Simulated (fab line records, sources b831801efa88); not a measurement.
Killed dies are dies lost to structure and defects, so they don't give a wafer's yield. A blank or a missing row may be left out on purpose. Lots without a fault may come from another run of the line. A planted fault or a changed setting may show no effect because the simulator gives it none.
A struck lot beside a sound one | flow gf180mcu | 23 steps out of a route of 602
Sound: wafers L552.2, L552.3, L552.5. Struck: wafer L564.6. (L564.2 of the same lot was not struck and is left out.) The cause comes at the end.
At each step with rows: each side's tool, then ch and its chambers, then its first start. Under that, the readings that differ: sound wafers | struck wafers | difference of the means | sigmas: that difference in standard deviations of wafers without a fault.
alike: readings whose means differ by less than 2 such deviations, and words and numbers that are the same on both sides. not compared: withheld readings, readings that some wafer has no value for, bounds like >300 that may hide the same value, and numbers for which the record gives no deviation and whose values overlap.
The two part at a step that has a row with sigmas, a row that says differs or no value, or rows on one side only. Numbers that don't overlap but have no deviation are shown without sigmas and don't part them. A reading that every wafer of one side lacks parts them only if that side has two wafers or more.

GF_M2_STRIP_17: strips in O2/N2.
  sound on plasma_asher-02 ch 0,1, day 19 06:14; struck on plasma_asher-03 ch 1, day 24 14:20
  reading               | sound             | struck | difference | sigmas
  oes_product_au (a.u.) | 0.537 0.533 0.539 | 0.549  | +0.013     | +2
  alike: drypump_motor_current_A, heater_power_w, n2_flow_sccm, platen_temp_c, strip_time_to_endpoint_s
  not compared: rf_hours_counter_h
then, 3 steps without rows for these wafers: GF_M2_STRIP_18 (strips in post etch residue remover, time 1200 s); GF_M2_CLEAN_19 (cleans in DIW); GF_V2_CVD_00 (deposits SiO2, target thk 600 nm, time 100 s).
GF_V2_THK_MEAS_01:
  sound on film_metro-01, day 19 06:51; struck on film_metro-03, day 24 14:56
  alike: V2_CVD_00_THK
GF_V2_CVD_02: deposits SiO2 from TEOS, target thk 850 nm, time 94.851 s.
  sound on pecvd-04 ch 0,2, day 19 06:54; struck on pecvd-01 ch 1, day 24 14:59
  alike: heater_power_w, susceptor_temp_C
GF_V2_THK_MEAS_03:
  sound on film_metro-04, day 19 06:59; struck on film_metro-04, day 24 15:04
  alike: V2_CVD_02_THK
GF_V2_CMP_04: polishes SiO2.
  sound on cmp-01 ch 2,3, day 19 07:02; struck on cmp-02 ch 0, day 24 15:13
  reading                | sound    | struck | difference | sigmas
  time_to_endpoint_s (s) | 71 80 75 | 88     | +13        | +2
  alike: motor_current_A, slurry_flow_ml_min
GF_V2_BOW_MEAS_05:
  sound on film_metro-03, day 19 07:21; struck on film_metro-04, day 24 15:26
  alike: V2_BOW
then, 3 steps without rows for these wafers: GF_V2_DEHYDRATE_06 (time 60 s); GF_V2_HMDS_07 (prime time 60 s); GF_V2_COAT_08.
GF_V2_COAT_09: resist thk 1000 nm.
  sound on litho_track-02 ch 0, day 19 19:00; struck on litho_track-02 ch 0, day 25 02:00
  reading                             | sound          | struck | difference | sigmas
  model.KrF_of_V2_COAT_09.thk_nm (nm) | 1006 1004 1003 | 1038   | +34        |
then, 3 steps without rows for these wafers: GF_V2_SOFTBAKE_10 (time 60 s); GF_V2_EXPOSE_11 (exposes mask Via2, target cd 260 nm); GF_V2_PEB_12 (peb time 90 s).
GF_V2_DEVELOP_13: develop time 60 s.
  sound on litho_track-04 ch 0, day 20 07:17; struck on litho_track-04 ch 0, day 25 12:47
  reading                             | sound             | struck | difference | sigmas
  model.KrF_of_V2_COAT_09.thk_nm (nm) | 991.4 988.9 988.4 | 1024   | +34        |
GF_V2_CD_MEAS_14: target cd 260 nm.
  sound on cd_sem-02, day 20 07:26; struck on cd_sem-02, day 25 12:56
  alike: cd_nm
GF_V2_OVL_MEAS_15:
  sound on overlay-02, day 20 07:32; struck on overlay-01, day 25 13:02
  alike: V2_OVL
GF_V2_ETCH_16: etches BARC in N2/H2.
  sound on rie_diel-01 ch 0,1,2, day 20 07:34; struck on rie_diel-03 ch 2, day 25 13:04
  alike: drypump_motor_current_A, n2_flow_sccm, oes_product_au, throttle_valve_pct
GF_V2_ETCH_17: etches SiO2 in C4F8/O2/Ar, stops on TiN, target depth 630 nm.
  sound on rie_diel-01 ch 0,1,2; struck on rie_diel-03 ch 2
  alike: oes_product_au
GF_V2_STRIP_18: strips in O2/N2.
  sound on plasma_asher-02 ch 0,1, day 20 07:42; struck on plasma_asher-02 ch 1, day 25 13:12
  reading               | sound             | struck | difference | sigmas
  oes_product_au (a.u.) | 0.595 0.588 0.594 | 0.610  | +0.018     | +3
  alike: drypump_motor_current_A, heater_power_w, n2_flow_sccm, platen_temp_c
  not compared: rf_hours_counter_h
then, 1 step without rows for these wafers: GF_V2_STRIP_19 (strips in post etch residue remover, time 1200 s).

WHERE THEY PART
First at GF_M2_STRIP_17; last, within this record, at GF_V2_STRIP_18.

WHY: what the simulator had put in
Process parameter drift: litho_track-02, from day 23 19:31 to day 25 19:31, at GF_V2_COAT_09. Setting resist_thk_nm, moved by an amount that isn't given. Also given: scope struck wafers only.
